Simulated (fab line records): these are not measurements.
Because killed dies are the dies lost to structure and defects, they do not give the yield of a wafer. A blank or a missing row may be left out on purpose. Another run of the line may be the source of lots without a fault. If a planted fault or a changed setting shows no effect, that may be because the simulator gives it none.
fab line records	flow gf180mcu
[record] lots = 12	wafers = 36	lastDay = 34
route steps=602 shown MVSD@136 HV_LDD@195 NSD@245
lots with no fault: from the same line, run without faults
startH: hours from the record's opening day to when the first of the lot's shown wafers began	waitH: hours elapsed since this lot's preceding step	" unchanged from the row above	L1.1+2: a row that stands for several wafers	- no value, or no start was given	* or withheld: withheld	< > ~ a bound
route shown NAME@n: a module of which the file shows steps, and the number in the route of the first	usual: mean and standard deviation over wafers with no fault	same: alike in all rows	chamber/n: place in a boat	sites: each site's reading	_std_site: the standard deviation of these	_edge_site: inner sites' mean taken away from outer sites' mean	radiusMm: for every site, how far away it sits from the centre of the wafer	mask NAME#n: copy n	behind: the last tool/chamber to shape the wafer	hold: reason for holding the lot/hours on hold/outcome of the hold	device: the transistor (n, p or np) that didn't switch	end of line: tests run on the same wafers once the route is complete	a step given without rows: its recipe and nothing more	killed: the dies lost at the first sort to structure and to defects; this is not the yield of the wafer	map: a wafer's dies, x killed, . not, _ none there
set.NAME: the setting the step ran with; set.NAME@STEP: the setting that earlier step ran with	model.NAME: the simulator's own value behind a step, which no gauge read
route steps across a sampled set of lots; one table per step, one row per wafer
services: the hour from which a tool's chamber was out of use, counted from the record's first day as startH (under 0 if before that day), plus the number of hours and why
[[steps]]
[step GF_VT_IMPLANT_RS_MEAS_46]
[recipe] thkMeasGauge = four-point-probe
[usual] MVSD_RS = 456.2/1.2
lot.wafer	tool	chamber	startH	waitH	MVSD_RS[ohm/sq]
L499.3	filmMetro-02	-	162.76	0.1	456.1
L499.5	"	-	"	"	456.8
L499.6	"	-	"	"	456.4
L500.2	filmMetro-04	-	168.22	0.1	454.8
L500.4	"	-	"	"	455.8
L500.5	"	-	"	"	455.7
L501.1	filmMetro-04	-	175.52	0.1	457.4
L501.2	"	-	"	"	456.9
L501.4	"	-	"	"	456.9
L502.1	filmMetro-02	-	187.81	0.1	455.9
L502.2	"	-	"	"	456.9
L502.4	"	-	"	"	456.7
L504.2	filmMetro-02	-	198.72	0.1	454.8
L504.5	"	-	"	"	455.3
L504.6	"	-	"	"	455.6
L506.1	filmMetro-04	-	209.45	0.1	453.2
L506.4	"	-	"	"	455.0
L506.5	"	-	"	"	453.8
L507.1	filmMetro-01	-	217.92	0.1	457.9
L507.2	"	-	"	"	457.3
L507.4	"	-	"	"	456.2
L512.1	filmMetro-04	-	252.77	0.1	456.4
L512.2	"	-	"	"	456.6
L512.4	"	-	"	"	455.3
L514.2	filmMetro-04	-	269.29	0.1	457.8
L514.4	"	-	"	"	455.9
L514.5	"	-	"	"	457.1
L516.2	filmMetro-04	-	278.62	0.1	454.8
L516.4	"	-	"	"	454.0
L516.5	"	-	"	"	454.9
L519.1	filmMetro-01	-	299.22	0.1	456.5
L519.3	"	-	"	"	456.0
L519.6	"	-	"	"	455.7
L521.2	filmMetro-02	-	313.19	0.1	458.3
L521.4	"	-	"	"	457.1
L521.6	"	-	"	"	458.2
[step GF_HV_LDD_CD_MEAS_19]
[recipe] targetCdNm = 400
[usual] cdNm = 399.2/1.7
lot.wafer	tool	chamber	startH	waitH	cdNm
L499.3	cdSem-01	-	241.64	0.1	398.4
L499.5	"	-	"	"	400.0
L499.6	"	-	"	"	399.0
L500.2	cdSem-02	-	244.94	0.1	397.8
L500.4	"	-	"	"	398.6
L500.5	"	-	"	"	399.6
L501.1	cdSem-01	-	256.62	0.1	399.0
L501.2	"	-	"	"	400.3
L501.4	"	-	"	"	399.3
L502.1	cdSem-02	-	269.80	0.1	397.2
L502.2	"	-	"	"	399.9
L502.4	"	-	"	"	400.1
L504.2	cdSem-01	-	285.82	0.1	398.2
L504.5	"	-	"	"	402.5
L504.6	"	-	"	"	401.8
L506.1	cdSem-02	-	293.90	0.1	401.0
L506.4	"	-	"	"	402.8
L506.5	"	-	"	"	401.6
L507.1	cdSem-01	-	304.72	0.1	402.2
L507.2	"	-	"	"	400.3
L507.4	"	-	"	"	400.6
L512.1	cdSem-01	-	341.77	0.1	400.3
L512.2	"	-	"	"	400.6
L512.4	"	-	"	"	399.7
L514.2	cdSem-02	-	364.84	0.1	401.0
L514.4	"	-	"	"	400.5
L514.5	"	-	"	"	399.4
L516.2	cdSem-02	-	368.82	0.1	399.3
L516.4	"	-	"	"	400.7
L516.5	"	-	"	"	398.2
L519.1	cdSem-01	-	395.05	0.1	398.2
L519.3	"	-	"	"	399.7
L519.6	"	-	"	"	400.7
L521.2	cdSem-02	-	411.59	0.1	400.4
L521.4	"	-	"	"	400.8
L521.6	"	-	"	"	400.6
[step GF_HV_LDD_OVL_MEAS_32]
[usual] HV_LDD_02_OVL = -0.2/1.4
lot.wafer	tool	chamber	startH	waitH	HV_LDD_02_OVL[nm]
L499.3	overlay-02	-	261.55	0.1	0.0
L499.5	"	-	"	"	1.7
L499.6	"	-	"	"	1.3
L500.2	overlay-02	-	263.43	0.1	-0.6
L500.4	"	-	"	"	-0.9
L500.5	"	-	"	"	-2.0
L501.1	overlay-01	-	276.49	0.1	-2.3
L501.2	"	-	"	"	0.3
L501.4	"	-	"	"	-0.4
L502.1	overlay-02	-	290.09	0.1	1.1
L502.2	"	-	"	"	-0.2
L502.4	"	-	"	"	0.0
L504.2	overlay-02	-	305.98	0.1	1.9
L504.5	"	-	"	"	0.0
L504.6	"	-	"	"	1.0
L506.1	overlay-02	-	314.94	0.1	-2.9
L506.4	"	-	"	"	-0.7
L506.5	"	-	"	"	-1.6
L507.1	overlay-02	-	325.47	0.1	-1.4
L507.2	"	-	"	"	-1.9
L507.4	"	-	"	"	-1.3
L512.1	overlay-02	-	364.04	0.1	1.1
L512.2	"	-	"	"	2.7
L512.4	"	-	"	"	0.8
L514.2	overlay-01	-	388.13	0.1	0.8
L514.4	"	-	"	"	2.9
L514.5	"	-	"	"	-0.5
L516.2	overlay-01	-	392.02	0.1	0.8
L516.4	"	-	"	"	1.3
L516.5	"	-	"	"	1.1
L519.1	overlay-01	-	419.09	0.1	1.1
L519.3	"	-	"	"	1.1
L519.6	"	-	"	"	1.1
L521.2	overlay-02	-	435.95	0.1	-5.7
L521.4	"	-	"	"	-0.8
L521.6	"	-	"	"	-1.9
[step GF_NSD_IMPLANT_10]
[recipe] species = P	energyKev = 40	doseCm2 = 5e+14	tiltDeg = 7
[usual] doseIonsCm2 = 5e+14/5.7e+11
lot.wafer	tool	chamber	startH	waitH	doseIonsCm2
L499.3	implanter-04	0	306.43	0.1	5e+14
L499.5	"	0	"	"	5.003e+14
L499.6	"	0	"	"	5.002e+14
L500.2	implanter-02	0	306.95	0.1	4.997e+14
L500.4	"	0	"	"	4.991e+14
L500.5	"	0	"	"	5.007e+14
L501.1	implanter-04	0	321.28	0.1	5.008e+14
L501.2	"	0	"	"	4.999e+14
L501.4	"	0	"	"	5.003e+14
L502.1	implanter-02	0	335.58	0.1	5.002e+14
L502.2	"	0	"	"	4.99e+14
L502.4	"	0	"	"	5.001e+14
L504.2	implanter-02	0	353.85	0.1	4.997e+14
L504.5	"	0	"	"	5.007e+14
L504.6	"	0	"	"	5.009e+14
L506.1	implanter-04	0	360.61	0.1	4.992e+14
L506.4	"	0	"	"	4.988e+14
L506.5	"	0	"	"	4.985e+14
L507.1	implanter-04	0	373.38	0.1	4.994e+14
L507.2	"	0	"	"	5e+14
L507.4	"	0	"	"	5.002e+14
L512.1	implanter-04	0	416.11	0.1	4.995e+14
L512.2	"	0	"	"	5e+14
L512.4	"	0	"	"	5.003e+14
L512.1	implanter-04	0	416.43	0.3	4.998e+14
L512.2	"	0	"	"	5e+14
L512.4	"	0	"	"	5.003e+14
L514.2	implanter-02	0	440.18	0.1	4.99e+14
L514.4	"	0	"	"	5.002e+14
L514.5	"	0	"	"	4.998e+14
L516.2	implanter-04	0	446.40	0.1	4.999e+14
L516.4	"	0	"	"	4.998e+14
L516.5	"	0	"	"	4.998e+14
L516.2	implanter-04	0	446.72	0.3	4.984e+14
L516.4	"	0	"	"	4.996e+14
L516.5	"	0	"	"	5.001e+14
L519.1	implanter-01	0	471.13	0.1	5.012e+14
L519.3	"	0	"	"	4.999e+14
L519.6	"	0	"	"	5.009e+14
L521.2	implanter-02	0	488.05	0.1	4.998e+14
L521.4	"	0	"	"	5.003e+14
L521.6	"	0	"	"	4.99e+14
L521.2	implanter-02	0	488.37	0.3	4.999e+14
L521.4	"	0	"	"	5.001e+14
L521.6	"	0	"	"	5.004e+14
[step GF_NSD_STRIP_11]
[recipe] chemistry = O2/N2	powerW = 1400	pressureMtorr = 1500	platenTempC = 250	o2FlowSccm = 3000	n2FlowSccm = 300	overashFraction = 0.5
[usual] drypumpMotorCurrentA = 5.7/0.42	heaterPowerW = 309/34	oesProductAu = 0.487/0.0047	stripTimeToEndpointS = 22.97/0.038
lot.wafer	tool	chamber	startH	waitH	drypumpMotorCurrentA	heaterPowerW	oesProductAu	rfHoursCounterH	stripTimeToEndpointS
L499.3	plasmaAsher-01	0	306.56	0.1	5.5	319	0.483	-	22.92
L499.5	"	1	"	"	6.4	340	0.490	-	22.94
L499.6	"	0	"	"	5.5	331	0.487	-	22.90
L500.2	plasmaAsher-01	1	307.08	0.1	6.4	350	0.483	54	22.98
L500.4	"	0	"	"	5.5	334	0.488	-	22.93
L500.5	"	1	"	"	6.4	336	0.497	-	22.93
L501.1	plasmaAsher-01	1	321.43	0.1	6.4	342	0.477	55	22.88
L501.2	"	0	"	"	5.5	320	0.489	55	22.95
L501.4	"	1	"	"	6.4	350	0.477	-	22.94
L502.1	plasmaAsher-02	1	335.73	0.1	5.5	317	0.486	70	22.95
L502.2	"	0	"	"	6.1	270	0.491	70	22.95
L502.4	"	1	"	"	5.5	308	0.487	-	22.98
L504.2	plasmaAsher-02	1	353.98	0.1	5.5	314	0.488	72	22.97
L504.5	"	1	"	"	5.5	321	0.484	-	22.97
L504.6	"	0	"	"	6.1	269	0.486	-	22.90
L506.1	plasmaAsher-01	1	360.76	0.1	6.3	330	0.491	59	23.05
L506.4	"	1	"	"	6.3	336	0.491	-	23.01
L506.5	"	1	"	"	6.3	342	0.490	-	23.03
L507.1	plasmaAsher-04	1	373.53	0.1	5.1	253	0.492	26	22.98
L507.2	"	0	"	"	5.7	346	0.488	26	22.97
L507.4	"	0	"	"	5.7	342	0.488	-	22.96
L512.1	plasmaAsher-02	1	416.63	0.2	5.5	311	0.472	78	23.46
L512.2	"	0	"	"	6.1	264	0.483	78	23.45
L512.4	"	1	"	"	5.5	318	0.476	-	23.47
L514.2	plasmaAsher-02	1	440.31	0.1	5.5	288	0.492	1	22.97
L514.4	"	1	"	"	5.5	299	0.489	-	22.92
L514.5	"	1	"	"	5.5	299	0.480	-	22.93
L516.2	plasmaAsher-01	1	446.84	0.1	6.4	341	0.477	69	23.45
L516.4	"	1	"	"	6.3	335	0.482	-	23.46
L516.5	"	1	"	"	6.3	333	0.483	-	23.43
L519.1	plasmaAsher-04	0	471.28	0.1	5.7	346	0.484	36	22.97
L519.3	"	0	"	"	5.7	338	0.488	-	22.97
L519.6	"	1	"	"	5.1	254	0.482	-	22.96
L521.2	plasmaAsher-02	0	488.49	0.1	6.1	284	0.488	6	23.49
L521.4	"	1	"	"	5.5	299	0.492	-	23.50
L521.6	"	0	"	"	6.1	285	0.483	-	23.50
[step GF_PSD_RS_MEAS_14]
[recipe] thkMeasGauge = four-point-probe
[usual] NSD_RS = 46.09/0.087
lot.wafer	tool	chamber	startH	waitH	NSD_RS[ohm/sq]
L499.3	filmMetro-03	-	327.64	0.1	46.14
L499.5	"	-	"	"	46.11
L499.6	"	-	"	"	46.10
L500.2	filmMetro-03	-	328.23	0.1	45.95
L500.4	"	-	"	"	46.13
L500.5	"	-	"	"	46.03
L501.1	filmMetro-03	-	342.90	0.1	46.15
L501.2	"	-	"	"	46.24
L501.4	"	-	"	"	46.12
L502.1	filmMetro-03	-	357.75	0.1	46.13
L502.2	"	-	"	"	46.11
L502.4	"	-	"	"	46.03
L504.2	filmMetro-03	-	376.72	0.1	46.10
L504.5	"	-	"	"	46.18
L504.6	"	-	"	"	46.28
L506.1	filmMetro-01	-	383.65	0.1	46.11
L506.4	"	-	"	"	46.15
L506.5	"	-	"	"	46.00
L507.1	filmMetro-03	-	396.82	0.1	46.04
L507.2	"	-	"	"	46.06
L507.4	"	-	"	"	46.21
L512.1	filmMetro-03	-	440.70	0.1	40.82
L512.2	"	-	"	"	40.84
L512.4	"	-	"	"	40.78
L514.2	filmMetro-04	-	465.69	0.1	46.11
L514.4	"	-	"	"	46.25
L514.5	"	-	"	"	46.05
L516.2	filmMetro-04	-	471.25	0.1	40.67
L516.4	"	-	"	"	40.64
L516.5	"	-	"	"	40.65
L519.1	filmMetro-01	-	495.60	0.1	46.14
L519.3	"	-	"	"	46.13
L519.6	"	-	"	"	46.10
L521.2	filmMetro-01	-	512.46	0.1	40.80
L521.4	"	-	"	"	40.79
L521.6	"	-	"	"	40.86
[[services]]
tool	chamber	startH	hours	kind
plasmaAsher-02	-	306.18	2.8	pm
implanter-01	-	308.36	142.2	pm
implanter-04	-	330.66	6.0	repair
implanter-02	-	354.51	0.5	repair
implanter-02	-	390.03	1.2	repair
plasmaAsher-02	-	421.26	9.0	pm
plasmaAsher-02	0	421.26	9.0	ventCycle
plasmaAsher-02	1	421.26	9.0	ventCycle
implanter-02	-	426.89	3.2	repair
implanter-04	-	429.58	2.3	repair
plasmaAsher-02	0	430.26	-	clean
plasmaAsher-02	1	430.26	-	clean
implanter-02	-	432.84	4.6	pm
implanter-04	-	433.24	1.7	repair
plasmaAsher-04	-	446.79	2.8	pm
implanter-01	-	480.31	1.9	repair
[[key]]
[firstSign] step = GF_NSD_IMPLANT_10	reading = visit	direction = added
[effect] step = GF_NSD_STRIP_11	reading = stripTimeToEndpointS	direction = up	sigmas = 13	usual = *	struck = *
[effect] step = GF_PSD_RS_MEAS_14	reading = NSD_RS	direction = down	sigmas = 61	usual = 46.09	struck = 40.76
metAt GF_NSD_IMPLANT_10
struckLots L512,L516,L521
testerLeftOut L512,L516,L521
notActingAt GF_VT_IMPLANT_RS_MEAS_46,GF_HV_LDD_CD_MEAS_19,GF_HV_LDD_OVL_MEAS_32
[fault] kind = repeatedStepWhole	tool = implanter-01,implanter-02,implanter-04	chamber = -	onsetH = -	steps = GF_NSD_IMPLANT_10	times = 1	scope = struckLotsOnly
// testerLeftOut: of these lots the tester's yield and bins aren't shown, on N5 and GAA mostly nor the transistor test; their killed dies are dies lost to structure and defects alone, not to doping, threshold or leakage, so they don't give the yield
